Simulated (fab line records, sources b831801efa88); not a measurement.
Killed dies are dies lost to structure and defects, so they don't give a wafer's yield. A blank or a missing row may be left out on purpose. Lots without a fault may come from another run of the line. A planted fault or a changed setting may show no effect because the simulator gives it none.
Split-lot experiment | flow sfq_line | 5 lots, 18 wafers read, on a route of 325 steps

THE SPLIT
At SFQ_TRILAYER_I3_DEP_PECVD_081 (deposits SiO2 from SiH4/N2O, time 111.11 s, target thk 500 nm), the setting time_s was moved away from the recipe's 111.11 s on 4 of the 18 wafers read, by -11.8% to +14.1%. The other wafers ran this setting at the recipe's value.

The reading is taken at the split's own step.

THE READING
SiO2_of_TRILAYER_I3_DEP_PECVD_081.thk_nm (the simulator's own value, which no gauge read), in nm, at SFQ_TRILAYER_I3_DEP_PECVD_081 (deposits SiO2 from SiH4/N2O, time 111.11 s, target thk 500 nm). The file gives no usual value for it. The 14 wafers here that ran the recipe average 501.9 nm, standard deviation 4.9 nm.

wafer  | tool, chamber at the split | time_s as run, s | against the recipe | SiO2_of_TRILAYER_I3_DEP_PECVD_081.thk_nm, nm | against lot-mates on the recipe
L078.1 | pecvd-03, 1                | 111.11           | recipe             | 506.5                                        | -
L078.2 | pecvd-03, 2                | 111.11           | recipe             | 498.2                                        | -
L078.3 | pecvd-03, 0                | 111.11           | recipe             | 503.4                                        | -
L078.4 | pecvd-03, 1                | 111.11           | recipe             | 510.2                                        | -
L078.5 | pecvd-03, 2                | 111.11           | recipe             | 503.6                                        | -
L079.1 | pecvd-02, 0                | 111.11           | recipe             | 502.3                                        | -
L079.4 | pecvd-02, 0                | 111.11           | recipe             | 507.9                                        | -
L079.5 | pecvd-02, 1                | 111.11           | recipe             | 496.6                                        | -
L080.2 | pecvd-03, 2                | 111.11           | recipe             | 494.7                                        | -
L080.5 | pecvd-03, 2                | 111.11           | recipe             | 499.5                                        | -
L080.6 | pecvd-03, 0                | 100.8            | -9.3%              | 456.5                                        | -40.6
L084.1 | pecvd-03, 1                | 111.11           | recipe             | 504.6                                        | -
L084.4 | pecvd-03, 1                | 98.01            | -11.8%             | 456.2                                        | -48.4
L085.1 | pecvd-03, 1                | 126.8            | +14.1%             | 578.8                                        | +79.0
L085.2 | pecvd-03, 0                | 111.11           | recipe             | 493.7                                        | -
L085.3 | pecvd-03, 2                | 111.11           | recipe             | 499.4                                        | -
L085.4 | pecvd-03, 1                | 126.8            | +14.1%             | 578.1                                        | +78.3
L085.5 | pecvd-03, 0                | 111.11           | recipe             | 506.2                                        | -

THE FIT
A straight line over all 18 wafers: SiO2_of_TRILAYER_I3_DEP_PECVD_081.thk_nm changes by +4.99 nm for each +1% of time_s; r = +0.98; the points scatter about the line by 5.8 nm.
The same after taking each lot's own level away (the mean of its wafers on the recipe; 18 wafers): +5.06 nm for each +1%; r = +0.99; scatter 5.3 nm.
On that fit, the largest move of time_s shifts the reading by 71 nm.
The lots' own levels span 497.10 to 504.60 nm, that is 1.5 times the standard deviation above.
So the lot-to-lot level changes the slope little: the two slopes agree.
Check: with one of the wafers moved furthest among these (+14.1%) left out of the fit, the line predicts +70 nm for it against its lot-mates. It came out at +79 nm against them.

OTHER SPLITS ON THESE WAFERS
These wafers also went through other splits before the reading. Each is held against what the fit with the lots' levels taken away leaves over:
other split on the same wafers                      | wafers away from the commonest value | r with SiO2_of_TRILAYER_I3_DEP_PECVD_081.thk_nm (lot level and that fit taken away)
SFQ_TRILAYER_I1_VIA_BARC_OPEN_VIA_ETCH_071 source_w | 5                                    | +0.12
SFQ_TRILAYER_M2_DEP_SPUTTER_055 power_w             | 6                                    | -0.06
SFQ_TRILAYER_M2_LITHO_PEB_060 peb_time_s            | 4                                    | -0.09
SFQ_TRILAYER_I2_DEP_PECVD_063 time_s                | 6                                    | +0.18
SFQ_TRILAYER_I2_VIA_LITHO_COAT_067 resist_thk_nm    | 4                                    | +0.29
SFQ_TRILAYER_M3_LITHO_PEB_078 peb_temp_c            | 5                                    | -0.33

THE WHOLE CHAIN: every reading that the file lists as answering this split, in the file's order
step                          | what it does                                                  | reading                                                                                   | change (the file's fit)              | r (the file's)
SFQ_TRILAYER_I3_DEP_PECVD_081 | deposits SiO2 from SiH4/N2O, time 111.11 s, target thk 500 nm | SiO2_of_TRILAYER_I3_DEP_PECVD_081.thk_nm (the simulator's own value, which no gauge read) | +5.11 nm for each +1% of the setting | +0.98
SFQ_TRILAYER_I3_CMP_CMP_082   | polishes SiO2                                                 | time_to_endpoint_s                                                                        | withheld for each +1% of the setting | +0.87

THE FILE'S OWN FIT
SiO2_of_TRILAYER_I3_DEP_PECVD_081.thk_nm changes by +5.11 nm for each +1% of time_s, r = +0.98.
